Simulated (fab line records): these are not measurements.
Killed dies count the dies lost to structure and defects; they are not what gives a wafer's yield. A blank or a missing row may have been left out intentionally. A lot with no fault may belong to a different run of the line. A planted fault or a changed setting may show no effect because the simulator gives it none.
fab line records	flow sky130	part 1 of 2: steps 1 to 26 of 39
record: lots: 5	wafers: 15	lastDay: 50
route steps=708 shown FIELD_ISO@10 NWELL@32 DNWELL@35 PWDE@45
lots with no fault: from the same line, run without faults
startH: the number of hours between the record's first day and the start of the first shown wafer of the lot	waitH: hours from the lot's prior step to this one	" identical to the entry in the row above	L1.1+2: a row that stands for several wafers	- no value present, or no start provided	* or withheld: withheld	< > ~ a bound
route shown NAME@n: names a module that has steps shown in the file, with the first one's number in the route	usual: mean/standard deviation taken from wafers without a fault	same: alike in all rows	chamber/n: place in a boat	sites: each site's reading	_std_site: how widely they spread, as a standard deviation	_edge_site: outer sites' mean less inner sites'	radiusMm: how far each site lies from the wafer's centre	mask NAME#n: copy n	behind: the last tool/chamber to shape the wafer	hold: why the lot was held/for how many hours/how that ended	device: transistor that didn't switch, given as n, p or np	end of line: tests run on the same wafers once the route is complete	a step without rows: its recipe alone	killed: the dies lost at the first sort to structure and to defects; this is not the yield of the wafer	map: shows each die of a wafer: x if killed, . if not, _ if none is there
set.NAME: the run value of the setting; set.NAME@STEP: its run value at that earlier step	model.NAME: the simulator's own value behind a step, which no gauge read
certain route steps with their lots: each step a table, each wafer a row
services: from which hour (startH, from the record's first day; less than 0 if before it) a tool's chamber was out of use, for how many hours, and why
== steps ==
step: SKY_FIELD_ISO_SOFTBAKE_09
recipe: tempC: 100	timeS: 90	resist: KrF-thick
lot.wafer	tool	chamber	startH	waitH
L078.1+3+6	lithoTrack-01	0	-	-
L081.1+4+5	lithoTrack-01	0	-	-
L082.4+5+6	lithoTrack-04	0	-	-
L094.2+3+6	lithoTrack-03	0	-	-
L096.2+3+4	lithoTrack-01	0	-	-
step: SKY_FIELD_ISO_EXPOSE_10
recipe: maskId: FOM	na: 0.68	sourceShape: annular	sigmaInner: 0.4	sigmaOuter: 0.8	targetCdNm: 150	doseMj: 28
usual: exposureDoseMJCm2: 28.000/0.03	focusOffsetNm: -0.1/0.53
lot.wafer	tool	chamber	startH	waitH	mask	exposureDoseMJCm2	focusOffsetNm
L078.1	krfScanner-02	0	-	-	FOM#0	28.000	0.7
L078.3	"	0	"	"	FOM#0	28.044	0.1
L078.6	"	0	"	"	FOM#0	28.021	-0.2
L081.1	krfScanner-01	0	-	-	FOM#0	27.980	-1.0
L081.4	"	0	"	"	FOM#0	27.978	-0.6
L081.5	"	0	"	"	FOM#0	28.030	-0.9
L082.4	krfScanner-02	0	-	-	FOM#0	28.061	0.0
L082.5	"	0	"	"	FOM#0	27.990	-0.4
L082.6	"	0	"	"	FOM#0	27.982	0.2
L094.2	krfScanner-01	0	-	-	FOM#0	27.955	-0.6
L094.3	"	0	"	"	FOM#0	28.006	0.9
L094.6	"	0	"	"	FOM#0	28.022	-0.1
L096.2	krfScanner-02	0	-	-	FOM#0	27.991	-0.5
L096.3	"	0	"	"	FOM#0	27.970	0.3
L096.4	"	0	"	"	FOM#0	27.972	-0.7
step: SKY_FIELD_ISO_PEB_11
recipe: pebTempC: withheld	pebTimeS: withheld	resist: KrF-thick
lot.wafer	tool	chamber	startH	waitH
L078.1+3+6	lithoTrack-04	0	-	-
L081.1+4+5	lithoTrack-04	0	-	-
L082.4+5+6	lithoTrack-04	0	-	-
L094.2+3+6	lithoTrack-03	0	-	-
L096.2+3+4	lithoTrack-03	0	-	-
step: SKY_FIELD_ISO_DEVELOP_12
recipe: developTimeS: 60	resist: KrF-thick	devTempC: 21
lot.wafer	tool	chamber	startH	waitH
L078.1+3+6	lithoTrack-04	0	-	-
L081.1+4+5	lithoTrack-04	0	-	-
L082.4+5+6	lithoTrack-04	0	-	-
L094.2+3+6	lithoTrack-03	0	-	-
L096.2+3+4	lithoTrack-03	0	-	-
step: SKY_FIELD_ISO_CD_MEAS_13
recipe: targetCdNm: 150
usual: cdNm: 150.5/1.4
lot.wafer	tool	chamber	startH	waitH	cdNm
L078.1	cdSem-01	-	48.64	-	151.0
L078.3	"	-	"	"	151.3
L078.6	"	-	"	"	151.2
L081.1	cdSem-01	-	65.44	-	152.0
L081.4	"	-	"	"	150.4
L081.5	"	-	"	"	150.9
L082.4	cdSem-01	-	69.90	-	153.6
L082.5	"	-	"	"	153.4
L082.6	"	-	"	"	154.9
L094.2	cdSem-02	-	135.89	-	150.5
L094.3	"	-	"	"	150.5
L094.6	"	-	"	"	149.1
L096.2	cdSem-01	-	148.74	-	150.3
L096.3	"	-	"	"	151.1
L096.4	"	-	"	"	151.5
step: SKY_FIELD_ISO_ETCH_14
recipe: chemistry: N2/H2	target: BARC	ionEnergyEv: 200	sourceW: 500	biasW: 100	pressureMtorr: 30	n2FlowSccm: 100	h2FlowSccm: 200	stopOn: SiO2	timeS: 45.9	targetDepthA: 600
usual: drypumpMotorCurrentA: 5.58/0.24	oesProductAu: 0.855/0.0047	throttleValvePct: 13.225/0.0098
lot.wafer	tool	chamber	startH	waitH	drypumpMotorCurrentA	oesProductAu	rfHoursCounterH	throttleValvePct
L078.1	rieDiel-03	2	48.76	0.1	5.68	0.852	33	13.230
L078.3	"	0	"	"	6.06	0.858	43	13.216
L078.6	"	2	"	"	5.69	0.857	-	13.250
L081.1	rieDiel-04	3	65.56	0.1	5.51	0.859	53	13.230
L081.4	"	1	"	"	5.52	0.853	105	13.219
L081.5	"	0	"	"	5.34	0.854	-	13.221
L082.4	rieDiel-03	0	69.96	0.0	6.05	0.854	43	13.239
L082.5	"	1	"	"	5.95	0.851	-	13.219
L082.6	"	0	"	"	6.05	0.853	-	13.235
L094.2	rieDiel-02	1	135.99	0.1	5.84	0.854	105	13.228
L094.3	"	2	"	"	5.65	0.853	78	13.233
L094.6	"	1	"	"	5.84	0.847	-	13.238
L096.2	rieDiel-04	3	148.84	0.1	5.53	0.848	54	13.210
L096.3	"	0	"	"	5.28	0.856	35	13.219
L096.4	"	1	"	"	5.52	0.851	107	13.244
step: SKY_FIELD_ISO_ETCH_15
recipe: chemistry: CHF3/O2	targetDepthNm: 180	stopOn: Si	sourceW: 600	biasW: 200	pressureMtorr: 40	chf3FlowSccm: 50	O2_flow_sccm: 5	timeS: 72
usual: drypumpMotorCurrentA: 5.57/0.24	oesProductAu: 0.945/0.0071	throttleValvePct: 8.844/0.0095
lot.wafer	tool	chamber	startH	waitH	drypumpMotorCurrentA	oesProductAu	rfHoursCounterH	throttleValvePct
L078.1	rieDiel-03	2	48.81	0.0	5.67	0.931	33	8.842
L078.3	"	0	"	"	6.04	0.941	43	8.844
L078.6	"	2	"	"	5.65	0.939	-	8.852
L081.1	rieDiel-04	3	65.61	0.0	5.51	0.943	53	8.830
L081.4	"	1	"	"	5.47	0.944	105	8.836
L081.5	"	0	"	"	5.31	0.938	-	8.842
L082.4	rieDiel-03	0	70.01	0.0	6.03	0.933	43	8.856
L082.5	"	1	"	"	5.95	0.938	-	8.843
L082.6	"	0	"	"	6.02	0.941	-	8.850
L094.2	rieDiel-02	1	136.03	0.0	5.86	0.948	105	8.857
L094.3	"	2	"	"	5.64	0.941	78	8.828
L094.6	"	1	"	"	5.84	0.936	-	8.854
L096.2	rieDiel-04	3	148.88	0.0	5.50	0.948	54	8.848
L096.3	"	0	"	"	5.35	0.945	35	8.851
L096.4	"	1	"	"	5.48	0.943	107	8.856
step: SKY_FIELD_ISO_STRIP_16
recipe: chemistry: O2/N2	powerW: 1400	pressureMtorr: 1500	platenTempC: withheld	o2FlowSccm: 3000	n2FlowSccm: 300	overashFraction: 0.5
usual: drypumpMotorCurrentA: 5.5/0.46	oesProductAu: 0.378/0.0051	stripTimeToEndpointS: 3.55/0.044
lot.wafer	tool	chamber	startH	waitH	drypumpMotorCurrentA	oesProductAu	rfHoursCounterH	stripTimeToEndpointS
L078.1	plasmaAsher-03	1	48.86	0.0	5.4	0.367	37	3.52
L078.3	"	1	"	"	5.4	0.378	-	3.53
L078.6	"	1	"	"	5.4	0.374	-	3.54
L081.1	plasmaAsher-02	0	65.66	0.0	5.8	0.368	23	3.55
L081.4	"	1	"	"	4.8	0.384	-	3.52
L081.5	"	1	"	"	4.8	0.378	-	3.53
L082.4	plasmaAsher-02	1	70.10	0.1	4.8	0.374	-	3.55
L082.5	"	1	"	"	4.8	0.370	-	3.60
L082.6	"	0	"	"	5.7	0.374	-	3.55
L094.2	plasmaAsher-03	0	136.09	0.0	6.0	0.379	46	3.44
L094.3	"	1	"	"	5.4	0.380	-	3.55
L094.6	"	0	"	"	6.0	0.375	-	3.45
L096.2	plasmaAsher-02	0	148.94	0.0	5.8	0.366	31	3.58
L096.3	"	0	"	"	5.8	0.380	-	3.53
L096.4	"	1	"	"	4.8	0.369	-	3.45
step: SKY_FIELD_ISO_ETCH_17
recipe: targetDepthA: 3420	maskMaterial: Si3N4	chemistry: HBr/Cl2/O2	target: Si	taperDeg: 5	icpW: 600	biasW: 150	pressureMtorr: 15	HBr_flow_sccm: 150	Cl2_flow_sccm: 40	O2_flow_sccm: 6	timeS: 97.7
usual: drypumpMotorCurrentA: 5.6/0.45	oesProductAu: 1.000/0.012	throttleValvePct: 25.657/0.012
lot.wafer	tool	chamber	startH	waitH	drypumpMotorCurrentA	oesProductAu	rfHoursCounterH	throttleValvePct
L078.1	rieSi-01	1	48.96	0.1	6.4	0.992	89	25.654
L078.3	"	2	"	"	5.6	1.001	152	25.661
L078.6	"	0	"	"	5.4	0.997	-	25.660
L081.1	rieSi-02	3	65.76	0.1	5.9	1.019	58	25.654
L081.4	"	2	"	"	6.1	1.006	1	25.666
L081.5	"	1	"	"	5.6	1.009	-	25.647
L082.4	rieSi-01	0	70.16	0.0	5.4	1.000	1	25.642
L082.5	"	2	"	"	5.7	0.997	-	25.658
L082.6	"	1	"	"	6.4	0.992	-	25.655
L094.2	rieSi-02	3	136.19	0.1	5.9	1.001	59	25.657
L094.3	"	0	"	"	4.9	1.013	92	25.644
L094.6	"	3	"	"	5.9	0.994	-	25.641
L096.2	rieSi-02	1	149.04	0.1	5.6	0.993	71	25.644
L096.3	"	3	"	"	5.9	1.010	59	25.662
L096.4	"	2	"	"	6.1	0.993	2	25.654
step: SKY_FIELD_ISO_WET_ETCH_18
recipe: chemistry: H3PO4	targetDepthNm: 25	tempC: 160	target: Si3N4	timeS: 286
lot.wafer	tool	chamber	startH	waitH
L078.1+3+6	wetBench-04	3	49.03	0.0
L081.1+4+5	wetBench-01	2	65.83	0.0
L082.4+5+6	wetBench-04	1	70.23	0.0
L094.2+3+6	wetBench-02	2	136.26	0.0
L096.2+3+4	wetBench-01	3	149.11	0.0
step: SKY_FIELD_ISO_CLEAN_19
recipe: chemistry: SC1/SC2	mix: 1:4:20	tempC: 70	timeS: 150
lot.wafer	tool	chamber	startH	waitH
L078.1+3+6	wetBench-02	2	49.12	0.0
L081.1+4+5	wetBench-01	2	65.92	0.0
L082.4+5+6	wetBench-02	3	70.32	0.0
L094.2+3+6	wetBench-02	1	136.36	0.0
L096.2+3+4	wetBench-02	2	149.29	0.0
step: SKY_FIELD_ISO_CLEAN_20
recipe: chemistry: dHF	timeS: 20	dilution: 100:1
lot.wafer	tool	chamber	startH	waitH
L078.1+3+6	wetBench-01	3	49.18	0.0
L081.1+4+5	wetBench-02	0	65.97	0.0
L082.4+5+6	wetBench-01	0	70.37	0.0
L094.2+3+6	wetBench-02	1	136.41	0.0
L096.2+3+4	wetBench-04	1	149.34	0.0
step: SKY_FIELD_ISO_WET_ETCH_21
recipe: chemistry: dHF	dilution: 100:1	targetDepthNm: 20	dry: ipaMarangoni	target: SiO2	tempC: 25	timeS: 400
lot.wafer	tool	chamber	startH	waitH
L078.1+3+6	wetBench-04	3	49.20	0.0
L081.1+4+5	wetBench-01	1	65.98	0.0
L082.4+5+6	wetBench-04	1	70.38	0.0
L094.2+3+6	wetBench-02	1	136.43	0.0
L096.2+3+4	wetBench-01	3	149.35	0.0
step: SKY_FIELD_ISO_OXIDATION_22
recipe: tempC: 950	ambient: O2	stabiliseS: 600	purgeS: 300	targetThkA: 100	oxTimeS: 623
usual: spikeTcTopC: 961.0/1.1	tubeCenterTempC: 949.99/0.094	tube_center_temp_C_max: 952.5/0.43	zonePowerCentrePct: 23/3
lot.wafer	tool	chamber	startH	waitH	spikeTcTopC	tubeCenterTempC	tube_center_temp_C_max	zonePowerCentrePct
L078.1	furnace-02	0	49.57	0.3	961.0	950.11	952.7	20
L078.3	"	0	"	"	961.7	949.96	952.4	20
L078.6	"	0	"	"	959.2	949.96	952.3	20
L081.1	furnace-02	0	67.71	1.6	959.7	949.95	953.3	20
L081.4	"	0	"	"	961.9	950.1	953.4	20
L081.5	"	0	"	"	960.7	949.86	952.6	20
L082.4	furnace-01	0	72.57	2.1	960.7	950.07	952.2	26
L082.5	"	0	"	"	960.5	949.95	952.4	26
L082.6	"	0	"	"	960.9	949.97	952.7	26
L094.2	furnace-01	0	137.78	1.2	961.2	950.01	952.8	26
L094.3	"	0	"	"	958.9	949.98	951.9	26
L094.6	"	0	"	"	962.7	949.95	952.3	26
L096.2	furnace-02	0	149.59	0.0	962.6	949.93	952.3	20
L096.3	"	0	"	"	960.3	949.97	952.3	20
L096.4	"	0	"	"	959.5	949.83	952.4	20
step: SKY_FIELD_ISO_THK_MEAS_23
recipe: reads: SiO2_of_FIELD_ISO_OXIDATION_22
usual: FIELD_ISO_OXIDATION_01_THK: 9.92/0.2
lot.wafer	tool	chamber	startH	waitH	FIELD_ISO_OXIDATION_01_THK[nm]
L078.1	filmMetro-03	-	50.74	0.0	10.33
L078.3	"	-	"	"	10.47
L078.6	"	-	"	"	10.33
L081.1	filmMetro-04	-	68.89	0.0	9.94
L081.4	"	-	"	"	10.03
L081.5	"	-	"	"	9.91
L082.4	filmMetro-01	-	73.78	0.0	9.53
L082.5	"	-	"	"	9.55
L082.6	"	-	"	"	9.75
L094.2	filmMetro-03	-	138.96	0.0	9.99
L094.3	"	-	"	"	10.04
L094.6	"	-	"	"	10.04
L096.2	filmMetro-01	-	150.77	0.0	9.81
L096.3	"	-	"	"	10.06
L096.4	"	-	"	"	9.97
step: SKY_FIELD_ISO_CVD_24
recipe: material: SiO2	targetThkNm: 595	tempC: 650	sigmaOpenFrac: 0.3	timeS: 99.2	sih4FlowSccm: 60	pressureMtorr: 6
usual: sih4FlowSccm: 60.01/0.17
lot.wafer	tool	chamber	startH	waitH	sih4FlowSccm
L078.1	hdpcvd-02	1	50.80	0.1	60.26
L078.3	"	2	"	"	60.13
L078.6	"	2	"	"	59.82
L081.1	hdpcvd-01	0	68.95	0.1	59.43
L081.4	"	2	"	"	60.22
L081.5	"	0	"	"	59.75
L082.4	hdpcvd-01	2	73.84	0.1	59.99
L082.5	"	0	"	"	59.91
L082.6	"	1	"	"	59.92
L094.2	hdpcvd-02	0	139.01	0.0	60.09
L094.3	"	1	"	"	60.00
L094.6	"	0	"	"	59.89
L096.2	hdpcvd-01	1	150.82	0.0	59.87
L096.3	"	2	"	"	59.80
L096.4	"	1	"	"	60.00
step: SKY_FIELD_ISO_THK_MEAS_25
recipe: reads: SiO2_of_FIELD_ISO_CVD_24
usual: FIELD_ISO_CVD_24_THK: 596/7.1
lot.wafer	tool	chamber	startH	waitH	FIELD_ISO_CVD_24_THK[nm]
L078.1	filmMetro-04	-	50.88	0.0	599
L078.3	"	-	"	"	607
L078.6	"	-	"	"	601
L081.1	filmMetro-03	-	69.02	0.0	597
L081.4	"	-	"	"	603
L081.5	"	-	"	"	612
L082.4	filmMetro-04	-	73.91	0.0	600
L082.5	"	-	"	"	599
L082.6	"	-	"	"	590
L094.2	filmMetro-03	-	139.09	0.0	583
L094.3	"	-	"	"	603
L094.6	"	-	"	"	590
L096.2	filmMetro-04	-	150.90	0.0	593
L096.3	"	-	"	"	595
L096.4	"	-	"	"	593
step: SKY_FIELD_ISO_ANNEAL_26
recipe: tempC: 1000	timeS: 1800	ambient: N2
usual: spikeTcTopC: 1010.7/1	tubeCenterTempC: 999.98/0.086	tube_center_temp_C_max: 1002.5/0.4	zonePowerCentrePct: 25/3.3
lot.wafer	tool	chamber	startH	waitH	spikeTcTopC	tubeCenterTempC	tube_center_temp_C_max	zonePowerCentrePct
L078.1	furnace-01	0	52.15	1.3	1011.8	999.85	1002.6	29
L078.3	"	0	"	"	1010.3	999.95	1003.2	29
L078.6	"	0	"	"	1010.8	1000.1	1002.3	29
L081.1	furnace-01	0	69.54	0.5	1010.0	1000.1	1003.2	29
L081.4	"	0	"	"	1008.9	999.93	1003.4	29
L081.5	"	0	"	"	1009.2	999.96	1002.1	29
L082.4	furnace-01	0	75.00	1.1	1009.4	999.89	1002.6	29
L082.5	"	0	"	"	1011.0	1000.1	1002.7	28
L082.6	"	0	"	"	1010.1	999.97	1002.8	29
L094.2	furnace-02	0	139.94	0.8	1011.0	1000	1002.2	22
L094.3	"	0	"	"	1012.5	999.93	1002.7	22
L094.6	"	0	"	"	1010.7	1000	1002.5	22
L096.2	furnace-01	0	151.63	0.7	1011.4	1000	1002.7	29
L096.3	"	0	"	"	1010.4	999.86	1002.4	29
L096.4	"	0	"	"	1010.6	999.92	1001.8	29
step: SKY_FIELD_ISO_CMP_27
recipe: stopOn: Si3N4	tOverpolishS: 16	downForcePsi: 4	platenRpm: 60	targetThkNm: 457.8	padVelocityMS: 0.94248
usual: motorCurrentA: 12.0/1.1	overpolishRunS: 16.000/0.0088	timeToEndpointS: 112/5
lot.wafer	tool	chamber	startH	waitH	motorCurrentA	overpolishRunS	timeToEndpointS
L078.3	cmp-01	3	53.70	0.1	13.5	15.989	115
L078.1	"	1	"	"	10.9	15.998	110
L078.6	"	2	"	"	12.4	16.001	111
L081.4	cmp-01	2	71.04	0.0	12.6	16.010	109
L081.1	"	0	"	"	11.7	16.001	119
L081.5	"	2	"	"	11.7	15.996	111
L082.4	cmp-01	0	76.65	0.1	12.2	16.000	119
L082.5	"	1	"	"	10.5	15.996	109
L082.6	"	2	"	"	12.4	15.993	104
L094.2	cmp-02	2	141.44	0.0	10.8	16.002	118
L094.3	"	1	"	"	13.1	16.013	113
L094.6	"	3	"	"	11.5	16.001	111
L096.4	cmp-01	3	153.40	0.3	14.2	16.006	107
L096.3	"	0	"	"	11.6	16.003	116
L096.2	"	1	"	"	10.5	15.999	106
step: SKY_FIELD_ISO_WET_ETCH_28
recipe: chemistry: dHF	targetDepthNm: 23.7	target: SiO2	dilution: 10:1	tempC: 25	timeS: 47
lot.wafer	tool	chamber	startH	waitH
L078.1+3+6	wetBench-01	2	53.95	0.1
L081.1+4+5	wetBench-04	3	71.34	0.1
L082.4+5+6	wetBench-04	3	76.80	0.1
L094.2+3+6	wetBench-04	1	141.74	0.2
L096.2+3+4	wetBench-01	3	153.72	0.2
step: SKY_FIELD_ISO_WET_ETCH_29
recipe: chemistry: H3PO4	targetDepthNm: 160	target: Si3N4	tempC: 160	timeS: 1825
lot.wafer	tool	chamber	startH	waitH
L078.1+3+6	wetBench-04	2	53.98	0.0
L081.1+4+5	wetBench-01	1	71.36	0.0
L082.4+5+6	wetBench-02	0	76.82	0.0
L094.2+3+6	wetBench-02	2	141.76	0.0
L096.2+3+4	wetBench-01	3	153.76	0.0
step: SKY_FIELD_ISO_WET_ETCH_30
recipe: chemistry: dHF	targetDepthNm: 25	target: SiO2	dilution: 10:1	tempC: 25	timeS: 50
lot.wafer	tool	chamber	startH	waitH
L078.1+3+6	wetBench-02	1	54.49	0.0
L081.1+4+5	wetBench-02	0	71.88	0.0
L082.4+5+6	wetBench-01	0	77.33	0.0
L094.2+3+6	wetBench-04	1	142.32	0.0
L096.2+3+4	wetBench-04	0	154.79	0.0
step: SKY_NWELL_CLEAN_00
recipe: chemistry: SC1/SC2	mix: 1:4:20	tempC: 70	timeS: 150	dry: n2Spin
lot.wafer	tool	chamber	startH	waitH
L078.1+3+6	wetBench-01	3	54.51	0.0
L081.1+4+5	wetBench-04	2	71.90	0.0
L082.4+5+6	wetBench-04	2	77.35	0.0
L094.2+3+6	wetBench-02	2	142.34	0.0
L096.2+3+4	wetBench-02	3	154.82	0.0
step: SKY_NWELL_OXIDATION_01
recipe: tempC: 900	ambient: O2	stabiliseS: 600	purgeS: 300	targetThkA: 100	oxTimeS: 1418
usual: spikeTcTopC: 911.4/1	tubeCenterTempC: 900.01/0.088	tube_center_temp_C_max: 902.3/0.4	zonePowerCentrePct: 21.0/2.6
lot.wafer	tool	chamber	startH	waitH	spikeTcTopC	tubeCenterTempC	tube_center_temp_C_max	zonePowerCentrePct
L078.1	furnace-01	0	55.29	0.7	910.4	900.05	902.9	23.1
L078.3	"	0	"	"	912.5	899.91	902.0	23.2
L078.6	"	0	"	"	911.3	899.95	902.4	22.8
L081.1	furnace-02	0	73.32	1.4	911.6	899.91	901.9	17.8
L081.4	"	0	"	"	913.0	899.98	903.0	17.5
L081.5	"	0	"	"	911.6	899.89	903.0	17.6
L082.4	furnace-01	0	77.84	0.4	912.7	899.92	901.9	23.1
L082.5	"	0	"	"	912.4	900.08	902.9	22.8
L082.6	"	0	"	"	912.5	900.06	902.6	22.6
L094.2	furnace-01	0	144.13	1.7	909.9	900.05	902.1	23.6
L094.3	"	0	"	"	911.4	899.98	901.9	22.4
L094.6	"	0	"	"	910.0	900.08	902.1	23.2
L096.2	furnace-02	0	155.35	0.5	910.9	900.12	902.1	17.5
L096.3	"	0	"	"	910.0	899.97	901.9	17.8
L096.4	"	0	"	"	910.8	900.13	902.2	17.9
step: SKY_NWELL_THK_MEAS_02
recipe: reads: SiO2_of_NWELL_OXIDATION_01
usual: NWELL_OXIDATION_THK: 9.89/0.15
lot.wafer	tool	chamber	startH	waitH	NWELL_OXIDATION_THK[nm]
L078.1	filmMetro-03	-	56.68	0.0	9.78
L078.3	"	-	"	"	9.83
L078.6	"	-	"	"	9.85
L081.1	filmMetro-02	-	74.72	0.0	9.91
L081.4	"	-	"	"	9.76
L081.5	"	-	"	"	10.07
L082.4	filmMetro-03	-	79.27	0.0	10.03
L082.5	"	-	"	"	9.74
L082.6	"	-	"	"	9.83
L094.2	filmMetro-04	-	145.53	0.0	9.71
L094.3	"	-	"	"	9.65
L094.6	"	-	"	"	9.76
L096.2	filmMetro-03	-	156.76	0.0	9.75
L096.3	"	-	"	"	9.79
L096.4	"	-	"	"	9.50
step: SKY_DNWELL_DEHYDRATE_00
recipe: tempC: 200	timeS: 60
lot.wafer	tool	chamber	startH	waitH
L078.1+3+6	lithoTrack-01	0	64.13	7.4
L081.1+4+5	lithoTrack-02	0	82.45	7.7
L082.4+5+6	lithoTrack-04	0	86.67	7.4
L094.2+3+6	lithoTrack-02	0	154.28	8.7
L096.2+3+4	lithoTrack-04	0	166.17	9.4
